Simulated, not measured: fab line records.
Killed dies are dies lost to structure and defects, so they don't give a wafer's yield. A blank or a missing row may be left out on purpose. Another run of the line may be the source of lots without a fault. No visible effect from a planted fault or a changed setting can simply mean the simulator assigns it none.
A lot that was struck, set against a sound lot / flow sky130 / 20 steps out of a route of 708
Sound: the wafers L130.1, L130.2, L130.3. The struck wafers were L129.1, L129.2, L129.6. At the end, the cause is stated.
At each step with rows: each side's tool, then ch and its chambers, then its first start. Under that, the readings that differ: sound wafers / struck wafers / difference of the means / sigmas: that difference in standard deviations of wafers without a fault.
alike: readings whose means differ by less than 2 such deviations, and words and numbers that are the same on both sides. not compared: withheld readings, readings that some wafer has no value for, bounds like >300 that may hide the same value, and numbers for which the record gives no deviation and whose values overlap.
Wherever a step has rows on one side only, a row that says differs or no value, or a row with sigmas, the two part there. Numbers that don't overlap but have no deviation are shown without sigmas and don't part them. A reading that every wafer of one side lacks parts them only if that side has two wafers or more.

SKY_RES_XHIGH_STRIP_08: strips in O2/N2.
  sound on plasma-asher-03 ch 0,1, day 32 11:20; struck on plasma-asher-03 ch 0,1, day 31 19:23
  alike: chamber-pressure-mTorr, drypump-motor-current-A, oes-product-au, strip-time-to-endpoint-s
  not compared: rf-hours-counter-h
SKY_RES_XHIGH_TW_MEAS_09:
  sound on film-metro-02 at day 32 11:26; struck on film-metro-04 at day 31 19:29
  alike: RES_XHIGH_TW
then, 7 steps without rows for these wafers: SKY_SD_N_DEHYDRATE_00 (time 60 s); SKY_SD_N_HMDS_01 (prime time 60 s); SKY_SD_N_COAT_02 (resist thk 1140 nm); SKY_SD_N_SOFTBAKE_03 (time 60 s); SKY_SD_N_EXPOSE_04 (exposes mask NSDM, target cd 380 nm); SKY_SD_N_PEB_05; SKY_SD_N_DEVELOP_06 (develop time 60 s).
SKY_SD_N_CD_MEAS_07 targets a cd of 380 nm.
  sound on cd-sem-01 at day 33 14:23; struck on cd-sem-01 at day 32 22:44
  alike: cd-nm
SKY_SD_N_OVL_MEAS_08:
  sound on overlay-02 at day 33 14:30; struck on overlay-01 at day 32 22:51
  alike: SD_N_OVL
following that, these wafers have no rows for 1 step: SKY_SD_N_IMPLANT_09.
SKY_SD_N_IMPLANT_10:
  sound on implanter-04 ch 0, day 33 14:41; struck on implanter-03 ch 0, day 32 23:02
reading=dose-ions-cm2; sound=1.0001e+14 1.0004e+14 9.997e+13; struck=1.573e+13 1.568e+13 1.582e+13; difference=-8.426e+13; sigmas=-99 or more
reading=faraday-current-uA; sound=514 500 512; struck=91 89 87; difference=-420; sigmas=-10
  alike: beam-on-s
SKY_SD_N_STRIP_11: strips in O2/N2.
  sound on plasma-asher-01 ch 0,1, day 33 14:50; struck on plasma-asher-02 ch 0,1, day 32 23:11
  alike: chamber-pressure-mTorr, drypump-motor-current-A, oes-product-au, strip-time-to-endpoint-s
  not compared: rf-hours-counter-h
SKY_SD_N_TW_MEAS_12:
  sound on film-metro-04 at day 33 14:57; struck on film-metro-01 at day 32 23:17
reading=SD_N_TW; sound=3942 3941 3954; struck=3990 3996 4006; difference=+52; sigmas=+2
then, 1 step without rows for these wafers: SKY_SD_N_CLEAN_13 (cleans in SC1/SC2, time 150 s).
SKY_SD_N_RTA_14: time 2 s.
  sound on rtp-anneal-01 ch 0, day 33 15:04; struck on rtp-anneal-02 ch 0, day 32 23:24
  alike: lamp-power-pct, ramp-down-c-per-s, wafer_temp_C_max
SKY_SD_N_RS_MEAS_16: a four-point-probe measurement.
  sound on film-metro-04 at day 33 15:14; struck on film-metro-04 at day 32 23:34
reading=SD_N_RS (ohm/sq); sound=68.98 69.34 69.12; struck=70.85 70.86 70.67; difference=+1.65; sigmas=+10
SKY_SD_N_RS_MEAS_17: a four-point-probe measurement.
  sound on film-metro-04 at day 33 15:22; struck on film-metro-04 at day 32 23:41
  alike: SD_P_RS
-- a jump in the record: the struck wafers' starts before and after are 16 days apart (it breaks off in module SD_N and resumes in module PAD_OPEN, where the first step shown is number 708 of the route) --
SKY_PAD_OPEN_PROBE_99:
  sound on prober-02 at day 49 18:36; struck on prober-01 at day 49 06:30
reading=model.etest.res-ndiff.rs-ohm-sq; sound=121.7 121.6 122.2; struck=123.4 122.9 123.1; difference=+1.3; sigmas=
  alike: killed_at_M0_to_M3, killed_at_M4_up, killed-at-contacts, killed-at-front-end, killed-at-other, killed-dies, killed-open, killed-short
  not compared: model.etest.res-ndiff.line-ohm-um, model.etest.res-ndiff-hv.rs-ohm-sq

## WHERE THEY PART
Last at SKY_SD_N_RS_MEAS_16 as far as this record goes, first at SKY_SD_N_IMPLANT_10. Later steps at which nothing parts them and some readings are alike: SKY_SD_N_RS_MEAS_17, SKY_PAD_OPEN_PROBE_99.

WHY: whatever the simulator had introduced
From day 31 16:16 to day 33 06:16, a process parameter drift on implanter-03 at SKY_SD_N_IMPLANT_10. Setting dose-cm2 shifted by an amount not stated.
